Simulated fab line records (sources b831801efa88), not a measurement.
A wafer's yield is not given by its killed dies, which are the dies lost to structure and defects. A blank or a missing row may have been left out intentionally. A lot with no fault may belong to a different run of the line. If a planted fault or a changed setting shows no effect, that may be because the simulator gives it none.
fab line records -- flow sky130
[record] lots = 4, wafers = 12, last_day = 50
route steps=708 shown FIELD_ISO@17 NWELL@32 DNWELL@35 PWDE@45 SALICIDE@361 LOCAL_INTERCONNECT@400 PAD_OPEN@708
lots that met no fault: from a run of the same line without faults
start_h: the number of hours between the record's first day and the start of the first shown wafer of the lot -- wait_h: how many hours have passed since the lot's step before this one -- " repeats the value in the row above -- L1.1+2: several wafers, shown together as one row -- - either no value or no given start -- * or withheld: withheld -- < > ~ a bound
route shown NAME@n: a module of which the file shows steps, and the number in the route of the first -- usual: mean/standard deviation of fault-free wafers -- same: alike in all rows -- chamber/n: place in a boat -- sites: the reading at each site -- _std_site: standard deviation across them -- _edge_site: the outer-site mean with the inner-site mean subtracted -- radius_mm: for every site, how far away it sits from the centre of the wafer -- mask NAME#n: copy n -- behind: the most recent tool/chamber to have shaped the wafer -- hold: what put the lot on hold/how long, in hours/how the hold closed -- device: which transistor (n, p or np) failed to switch -- end of line: the same wafers' tests at the end of the route -- for a step that has no rows: nothing shown but its recipe -- killed: at the first sort, the dies lost to defects and structure; wafer yield is something else -- map: shows each die of a wafer: x if killed, . if not, _ if none is there
set.NAME: setting as actually run; set.NAME@STEP: the setting as run at that earlier step -- model.NAME: the simulator's own value behind a step, which no gauge read
lots at selected steps of the route; one table per step, one row per wafer
services: a tool's chamber out of use, with start hour (start_h, from the record's first day; less than 0 if before it), hours out, and reason
[[steps]]
[step SKY_FIELD_ISO_STRIP_16]
[recipe] chemistry = O2/N2, power_w = 1400, pressure_mtorr = 1500, platen_temp_c = withheld, o2_flow_sccm = 3000, n2_flow_sccm = 300, overash_fraction = 0.5
[step SKY_FIELD_ISO_ETCH_17]
[recipe] target_depth_a = 3420, mask_material = Si3N4, chemistry = HBr/Cl2/O2, target = Si, taper_deg = 5, icp_w = 600, bias_w = 150, pressure_mtorr = 15, HBr_flow_sccm = 150, Cl2_flow_sccm = 40, O2_flow_sccm = 6, time_s = 97.7
[step SKY_FIELD_ISO_WET_ETCH_18]
[recipe] chemistry = H3PO4, target_depth_nm = 25, temp_c = 160, target = Si3N4, time_s = 286
[step SKY_FIELD_ISO_CLEAN_19]
[recipe] chemistry = SC1/SC2, mix = 1:4:20, temp_c = 70, time_s = 150
[step SKY_FIELD_ISO_CLEAN_20]
[recipe] chemistry = dHF, time_s = 20, dilution = 100:1
[step SKY_FIELD_ISO_WET_ETCH_21]
[recipe] chemistry = dHF, dilution = 100:1, target_depth_nm = 20, dry = ipa_marangoni, target = SiO2, temp_c = 25, time_s = 400
[step SKY_FIELD_ISO_OXIDATION_22]
[recipe] temp_c = 950, ambient = O2, stabilise_s = 600, purge_s = 300, target_thk_a = 100, ox_time_s = 623
[step SKY_FIELD_ISO_CVD_24]
[recipe] material = SiO2, target_thk_nm = 595, temp_c = 650, sigma_open_frac = 0.3, time_s = 99.2, sih4_flow_sccm = 60, pressure_mtorr = 6
[step SKY_FIELD_ISO_ANNEAL_26]
[recipe] temp_c = 1000, time_s = 1800, ambient = N2
[step SKY_FIELD_ISO_CMP_27]
[recipe] stop_on = Si3N4, t_overpolish_s = 16, down_force_psi = 4, platen_rpm = 60, target_thk_nm = 457.8, pad_velocity_m_s = 0.94248
[step SKY_FIELD_ISO_WET_ETCH_28]
[recipe] chemistry = dHF, target_depth_nm = 23.7, target = SiO2, dilution = 10:1, temp_c = 25, time_s = 47
[usual] bath_heat_duty_pct = 5.9/1.1, run_length_s = 77/3.4
lot.wafer,tool,chamber,start_h,wait_h,bath_heat_duty_pct,run_length_s,model.SiO2_of_FIELD_ISO_CVD_24.thk_nm
L293.1,wet_bench-03,1,86.98,0.2,-,-,457.9
L293.2,wet_bench-03,1,86.98,0.2,-,-,457.6
L293.3,wet_bench-03,1,86.98,0.2,-,-,456.9
L294.1,wet_bench-03,3,92.87,0.1,-,-,457.5
L294.3,wet_bench-03,3,92.87,0.1,-,-,457.8
L294.5,wet_bench-03,3,92.87,0.1,-,-,458.7
L297.1,wet_bench-03,2,112.70,0.2,5.7,81,433.4
L297.2,wet_bench-03,2,112.70,0.2,7.3,81,433.8
L297.4,wet_bench-03,2,112.70,0.2,6.4,81,433.8
L305.4,wet_bench-01,1,151.28,0.1,6.1,73,435.4
L305.5,wet_bench-01,1,151.28,0.1,5.2,73,434.7
L305.6,wet_bench-01,1,151.28,0.1,6.2,73,434.4
[step SKY_FIELD_ISO_WET_ETCH_29]
[recipe] chemistry = H3PO4, target_depth_nm = 160, target = Si3N4, temp_c = 160, time_s = 1825
[step SKY_FIELD_ISO_WET_ETCH_30]
[recipe] chemistry = dHF, target_depth_nm = 25, target = SiO2, dilution = 10:1, temp_c = 25, time_s = 50
[step SKY_NWELL_CLEAN_00]
[recipe] chemistry = SC1/SC2, mix = 1:4:20, temp_c = 70, time_s = 150, dry = n2_spin
[step SKY_NWELL_OXIDATION_01]
[recipe] temp_c = 900, ambient = O2, stabilise_s = 600, purge_s = 300, target_thk_a = 100, ox_time_s = 1418
[step SKY_DNWELL_DEHYDRATE_00]
[recipe] temp_c = 200, time_s = 60
[step SKY_DNWELL_HMDS_01]
[recipe] prime_time_s = 60, prime_temp_c = 120
[step SKY_DNWELL_COAT_02]
[recipe] spin_rpm = 2000, resist_thk_nm = 3000
[step SKY_DNWELL_SOFTBAKE_03]
[recipe] temp_c = 110, time_s = withheld
[step SKY_DNWELL_EXPOSE_04]
[recipe] mask_id = DNM, na = 0.57, target_cd_nm = 3000, dose_mj = 222
[step SKY_DNWELL_PEB_05]
[recipe] temp_c = 115, time_s = withheld
[step SKY_DNWELL_DEVELOP_06]
[recipe] wall_angle_deg = 90, developer = TMAH, develop_time_s = 60, dev_temp_c = 23
[step SKY_DNWELL_IMPLANT_07]
[recipe] species = P, energy_kev = withheld, dose_cm2 = withheld, tilt_deg = withheld
[step SKY_DNWELL_STRIP_08]
[recipe] chemistry = O2/N2, power_w = 1400, pressure_mtorr = 1500, platen_temp_c = withheld, o2_flow_sccm = 3000, n2_flow_sccm = 300, overash_fraction = 0.5
[step SKY_PWDE_DEHYDRATE_00]
[recipe] temp_c = 200, time_s = 60
[step SKY_PWDE_HMDS_01]
[recipe] prime_time_s = 60, prime_temp_c = 120
[step SKY_PWDE_COAT_02]
[recipe] spin_rpm = 2000, resist_thk_nm = 3000
[step SKY_PWDE_SOFTBAKE_03]
[recipe] temp_c = 110, time_s = withheld
[step SKY_PWDE_EXPOSE_04]
[recipe] mask_id = PWDEM, na = 0.6, source_shape = conventional, sigma_outer = 0.6, polarization = unpolarized, target_cd_nm = 840, dose_mj = 214
[step SKY_PWDE_PEB_05]
[recipe] temp_c = 115, time_s = withheld
[step SKY_PWDE_DEVELOP_06]
[recipe] wall_angle_deg = 90, developer = TMAH, develop_time_s = 60, dev_temp_c = 23
[step SKY_PWDE_IMPLANT_08]
[recipe] species = B, energy_kev = 150, dose_cm2 = 3.6e+12, tilt_deg = withheld
[step SKY_PWDE_STRIP_09]
[recipe] chemistry = O2/N2, power_w = 1400, pressure_mtorr = 1500, platen_temp_c = withheld, o2_flow_sccm = 3000, n2_flow_sccm = 300, overash_fraction = 0.5
[step SKY_NWELL_DEHYDRATE_03]
[recipe] temp_c = 200, time_s = 60
[step SKY_NWELL_HMDS_04]
[recipe] prime_time_s = 60, prime_temp_c = 120
[step SKY_NWELL_COAT_05]
[recipe] spin_rpm = 2000, resist_thk_nm = 3000
[step SKY_SALICIDE_CLEAN_00]
[recipe] chemistry = HF-last, time_s = 30, dilution = 100:1, dry = ipa_marangoni
lot.wafer,tool,chamber,start_h,wait_h,model.SiO2_of_FIELD_ISO_CVD_24.thk_nm
L293.1,wet_bench-04,2,746.79,0.1,382.2
L293.2,wet_bench-04,2,746.79,0.1,381.5
L293.3,wet_bench-04,2,746.79,0.1,381
L294.1+3,wet_bench-01,1,760.78,0.1,381.9
L294.5,wet_bench-01,1,760.78,0.1,383.3
L297.1,wet_bench-01,3,778.84,0.1,357
L297.2,wet_bench-01,3,778.84,0.1,357.3
L297.4,wet_bench-01,3,778.84,0.1,357.6
L305.4,wet_bench-04,2,826.63,0.0,360.2
L305.5,wet_bench-04,2,826.63,0.0,359.8
L305.6,wet_bench-04,2,826.63,0.0,359.4
[step SKY_LOCAL_INTERCONNECT_ETCH_13]
[recipe] chemistry = N2/H2, target = BARC, ion_energy_ev = 200, bias_w = 100, pressure_mtorr = 30, n2_flow_sccm = 100, h2_flow_sccm = 200, icp_w = 500, stop_on = SiO2, time_s = 45.9, target_depth_a = 600
[usual] bias_w = 99.98/0.29, chamber_pressure_mTorr = 30.000/0.027, drypump_motor_current_A = 5.9/0.34, h2_flow_sccm = 199.9/0.59, oes_product_au = 0.854/0.0044, throttle_valve_pct = 13.225/0.0091
lot.wafer,tool,chamber,start_h,wait_h,bias_w,chamber_pressure_mTorr,drypump_motor_current_A,h2_flow_sccm,oes_product_au,rf_hours_counter_h,throttle_valve_pct,model.LOCAL_INTERCONNECT.cd_nm
L293.1,rie_metal-04,0,800.25,0.0,99.99,29.990,6.3,200.1,0.859,12,13.223,192.1
L293.2,rie_metal-04,1,800.25,0.0,99.83,29.964,5.3,199.1,0.854,12,13.225,192.4
L293.3,rie_metal-04,0,800.25,0.0,99.92,30.015,6.3,200.6,0.856,-,13.225,192.1
L294.1,rie_metal-02,0,811.70,0.0,99.52,29.942,6.0,200.1,0.844,5,13.232,172.2
L294.3,rie_metal-02,0,811.70,0.0,100.22,30.014,6.0,199.9,0.846,-,13.231,171.3
L294.5,rie_metal-02,0,811.70,0.0,99.92,29.952,6.0,200.2,0.852,-,13.215,170.7
L297.1,rie_metal-04,1,829.19,0.0,100.43,29.959,5.4,200.2,0.856,14,13.228,169.4
L297.2,rie_metal-04,0,829.19,0.0,100.12,30.005,6.4,199.2,0.850,13,13.227,172.8
L297.4,rie_metal-04,1,829.19,0.0,100.13,30.037,5.3,200.0,0.854,-,13.220,169.4
L305.4,rie_metal-02,0,878.82,0.0,100.21,30.036,6.0,199.1,0.850,-,13.213,168.5
L305.5,rie_metal-02,0,878.82,0.0,99.94,29.971,6.0,199.7,0.851,-,13.230,169.6
L305.6,rie_metal-02,1,878.82,0.0,99.87,30.013,6.3,200.0,0.852,-,13.225,166
[step SKY_LOCAL_INTERCONNECT_METAL_ETCH_14]
[recipe] target_depth_nm = 110, stop_on = PSG, chemistry = Cl2/BCl3, target = TiN, resist_sidewall_deg = 88, pressure_mtorr = 10, icp_w = 900, bias_w = 48.5, Cl2_flow_sccm = 60, bcl3_flow_sccm = 30, time_s = 31.4
[usual] bcl3_flow_sccm = 30.00/0.093, bias_w = 48.50/0.16, chamber_pressure_mTorr = 9.999/0.0087, drypump_motor_current_A = 5.9/0.34, oes_product_au = 0.940/0.0082, throttle_valve_pct = 21.900/0.0099
lot.wafer,tool,chamber,start_h,wait_h,bcl3_flow_sccm,bias_w,chamber_pressure_mTorr,drypump_motor_current_A,oes_product_au,rf_hours_counter_h,throttle_valve_pct,model.LOCAL_INTERCONNECT.cd_nm
L293.1,rie_metal-04,0,800.32,0.0,29.88,48.18,9.989,6.3,0.931,12,21.900,190.4
L293.2,rie_metal-04,1,800.32,0.0,30.08,48.60,9.988,5.3,0.942,12,21.890,190.9
L293.3,rie_metal-04,0,800.32,0.0,30.01,48.12,9.991,6.3,0.940,-,21.894,190.5
L294.1,rie_metal-02,0,811.83,0.1,30.06,48.62,9.989,6.0,0.958,5,21.887,172.2
L294.3,rie_metal-02,0,811.83,0.1,29.95,48.65,9.993,6.0,0.940,-,21.886,171.1
L294.5,rie_metal-02,0,811.83,0.1,30.05,48.61,9.999,6.0,0.954,-,21.883,170.9
L297.1,rie_metal-04,1,829.25,0.0,29.95,48.52,10.001,5.4,0.953,14,21.906,168.6
L297.2,rie_metal-04,0,829.25,0.0,29.85,48.29,10.002,6.3,0.937,13,21.906,170.7
L297.4,rie_metal-04,1,829.25,0.0,29.91,48.47,9.994,5.4,0.949,-,21.908,169.2
L305.4,rie_metal-02,0,878.88,0.0,29.90,48.37,10.005,6.0,0.942,-,21.905,168.6
L305.5,rie_metal-02,0,878.88,0.0,29.87,48.35,9.998,6.0,0.930,-,21.901,169.6
L305.6,rie_metal-02,1,878.88,0.0,30.03,48.32,10.007,6.3,0.950,-,21.898,165
[step SKY_PAD_OPEN_PROBE_99]
[usual] killed_at_M0_to_M3 = 43/7.8, killed_at_M4_up = 3.2/1.9, killed_at_contacts = 24/5, killed_at_front_end = 14/4.5, killed_at_other = 0.2/0.41, killed_dies = 84/9.6, killed_open = 47/6.9, killed_short = 38/6
[same] gross_dies = 492, killed_at_back_side = 0
lot.wafer,tool,chamber,start_h,wait_h,killed_at_M0_to_M3,killed_at_M4_up,killed_at_contacts,killed_at_front_end,killed_at_other,killed_dies,killed_open,killed_short,model.etest.res_p_drift_20v.line_ohm_um,model.etest.res_p_drift_20v.rs_ohm_sq,model.etest.pfet_16v.r_on_ohm_um,model.etest.res_iso_pwell.rs_ohm_sq,model.etest.res_iso_pwell.line_ohm_um,model.etest.res_nwell.line_ohm_um,model.etest.res_nwell.rs_ohm_sq,model.etest.pfet_16v.drive_ua_um
L293.1,prober-02,-,1146.70,0.1,39,3,22,17,1,82,50,32,1.32e+04,1.117e+04,1.61e+04,3485,1306,1208,1029,234
L293.2,prober-02,-,1146.75,0.1,45,6,21,14,0,86,52,34,1.383e+04,1.13e+04,1.634e+04,3518,1315,1217,1039,231.8
L293.3,prober-02,-,1146.80,0.2,40,3,26,9,0,78,41,37,1.181e+04,9784,1.558e+04,2987,1115,1157,951.4,239.3
L294.1,prober-01,-,1154.16,0.1,29,3,26,13,0,71,39,32,1.298e+04,1.071e+04,1.573e+04,3610,1358,1200,1001,241.7
L294.3,prober-01,-,1154.26,0.2,37,6,23,22,0,88,50,38,1.511e+04,1.256e+04,1.723e+04,4501,1716,1293,1084,216.7
L294.5,prober-01,-,1154.36,0.2,40,0,28,8,0,76,39,37,1.566e+04,1.285e+04,1.749e+04,4598,1757,1281,1096,213
L305.4,prober-01,-,1196.51,0.2,52,6,27,11,0,96,53,43,1.184e+04,9757,1.488e+04,3010,1136,1116,918.1,251.6
L305.5,prober-01,-,1196.56,0.2,40,1,31,7,1,80,46,34,1.201e+04,1.002e+04,1.485e+04,3047,1168,1106,936.1,252.8
L305.6,prober-01,-,1196.61,0.2,42,5,29,6,0,82,45,37,1.215e+04,9938,1.481e+04,3047,1136,1119,932.5,254.5
// killed by level:class
L293.1 VIA1:geometric_particle:open=16 CONTACT:geometric_particle:open=10 FIELD_ISO:geometric_particle:short=5 SPACER:geometric_particle:short=4 VIA3:geometric_particle:open=4 LI_CONTACT:geometric_particle:open=4 VIA2:geometric_particle:short=4 VIA2:geometric_particle:open=4
L293.2 VIA1:geometric_particle:open=13 CONTACT:geometric_particle:open=8 VIA3:geometric_particle:open=7 LI_CONTACT:geometric_particle:open=6 METAL1:geometric_particle:short=6 FIELD_ISO:geometric_particle:open=5 VIA2:geometric_particle:open=5 METAL3:geometric_particle:short=4
L293.3 LI_CONTACT:geometric_particle:open=8 VIA3:geometric_particle:open=8 LI_CONTACT:geometric_particle:short=7 CONTACT:geometric_particle:open=7 VIA1:geometric_particle:open=6 METAL1:geometric_particle:short=5 METAL3:geometric_particle:short=5 VIA3:geometric_particle:short=5
L294.1 CONTACT:geometric_particle:open=9 LOCAL_INTERCONNECT:geometric_particle:short=6 FIELD_ISO:geometric_particle:short=5 LI_CONTACT:geometric_particle:open=5 METAL1:geometric_particle:short=5 VIA1:geometric_particle:open=5 VIA3:geometric_particle:open=5 CONTACT:geometric_particle:short=4
L294.3 VIA1:geometric_particle:open=12 POLY_GATE:geometric_particle:open=8 LI_CONTACT:geometric_particle:open=8 LOCAL_INTERCONNECT:geometric_particle:short=6 VIA3:geometric_particle:open=6 CONTACT:geometric_particle:short=5 METAL1:geometric_particle:short=5 VIA2:geometric_particle:open=4
L294.5 METAL1:geometric_particle:short=10 LI_CONTACT:geometric_particle:open=8 VIA1:geometric_particle:open=8 LOCAL_INTERCONNECT:geometric_particle:short=7 VIA1:geometric_particle:short=7 CONTACT:geometric_particle:open=6 FIELD_ISO:geometric_particle:open=5 METAL3:geometric_particle:short=4
L305.4 VIA1:geometric_particle:open=13 CONTACT:geometric_particle:open=11 METAL2:geometric_particle:short=8 VIA2:geometric_particle:open=7 LI_CONTACT:geometric_particle:open=7 METAL1:geometric_particle:short=6 VIA1:geometric_particle:short=5 METAL3:geometric_particle:short=5
L305.5 CONTACT:geometric_particle:short=11 VIA1:geometric_particle:open=9 LI_CONTACT:geometric_particle:open=8 CONTACT:geometric_particle:open=7 VIA3:geometric_particle:open=5 VIA2:geometric_particle:open=5 METAL3:geometric_particle:short=3 LOCAL_INTERCONNECT:geometric_particle:short=3
L305.6 VIA1:geometric_particle:open=8 LI_CONTACT:geometric_particle:open=8 VIA3:geometric_particle:open=8 METAL3:geometric_particle:short=7 CONTACT:geometric_particle:open=6 CONTACT:geometric_particle:short=5 LOCAL_INTERCONNECT:geometric_particle:short=5 METAL1:geometric_particle:short=5
[[services]]
tool,chamber,start_h,hours,kind
rie_metal-04,-,79.19,2.3,repair
rie_metal-02,1,130.95,-,clean
rie_metal-02,1,130.95,18.0,scheduled_down
rie_metal-02,1,130.95,18.0,vent_cycle
rie_metal-04,1,222.01,-,clean
rie_metal-04,1,222.01,18.6,scheduled_down
rie_metal-04,1,222.01,18.6,vent_cycle
rie_metal-04,1,242.03,4.9,repair
wet_bench-04,-,246.29,0.5,repair
rie_metal-04,0,273.01,-,clean
rie_metal-04,-,301.43,14.6,pm
rie_metal-02,0,337.85,4.9,repair
rie_metal-04,-,346.01,0.8,repair
wet_bench-04,-,374.08,3.6,repair
rie_metal-02,-,383.69,0.4,repair
rie_metal-04,-,392.63,2.8,pm
rie_metal-02,0,534.87,7.5,repair
wet_bench-01,-,541.60,4.4,repair
rie_metal-04,1,601.71,5.0,repair
rie_metal-02,-,756.16,1.4,pm
rie_metal-02,-,800.81,0.6,repair
wet_bench-04,-,808.37,3.3,repair
wet_bench-04,-,834.59,1.9,pm
rie_metal-02,-,855.97,0.8,repair
[[key]]
[first_sign] step = SKY_FIELD_ISO_WET_ETCH_28, reading = tool_record, direction = missing
effect none on later readings
[model_effect] step = SKY_FIELD_ISO_WET_ETCH_28, value = SiO2_of_FIELD_ISO_CVD_24.thk_nm, without = 434.1, struck = 457.7
[model_effect] step = SKY_SALICIDE_CLEAN_00, value = SiO2_of_FIELD_ISO_CVD_24.thk_nm, without = 358.4, struck = 382
[model_effect] step = SKY_LOCAL_INTERCONNECT_ETCH_13, value = LOCAL_INTERCONNECT.cd_nm, without = 171.6, struck = 181.8
[model_effect] step = SKY_LOCAL_INTERCONNECT_METAL_ETCH_14, value = LOCAL_INTERCONNECT.cd_nm, without = 170.8, struck = 181
[model_effect] step = SKY_PAD_OPEN_PROBE_99, value = etest.res_p_drift_20v.line_ohm_um, without = 1.152e+04, struck = 1.376e+04
met_at SKY_FIELD_ISO_WET_ETCH_28
struck_wafers L293.1,L293.2,L293.3,L294.1,L294.3,L294.5
tester_left_out L293,L294
[loop_trim] step = SKY_LOCAL_INTERCONNECT_EXPOSE_08, setting = dose, lots = L293
[fault] kind = skipped_step_whole, tool = wet_bench-03, chamber = -, onset_h = 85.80, steps = SKY_FIELD_ISO_WET_ETCH_28, scope = struck_lots_only
// tester_left_out: of these lots the tester's yield and bins aren't shown, on N5 and GAA mostly nor the transistor test; their killed dies are dies lost to structure and defects alone, not to doping, threshold or leakage, so they don't give the yield
// loop_trim: a control loop set the setting to another value than it would have without faults
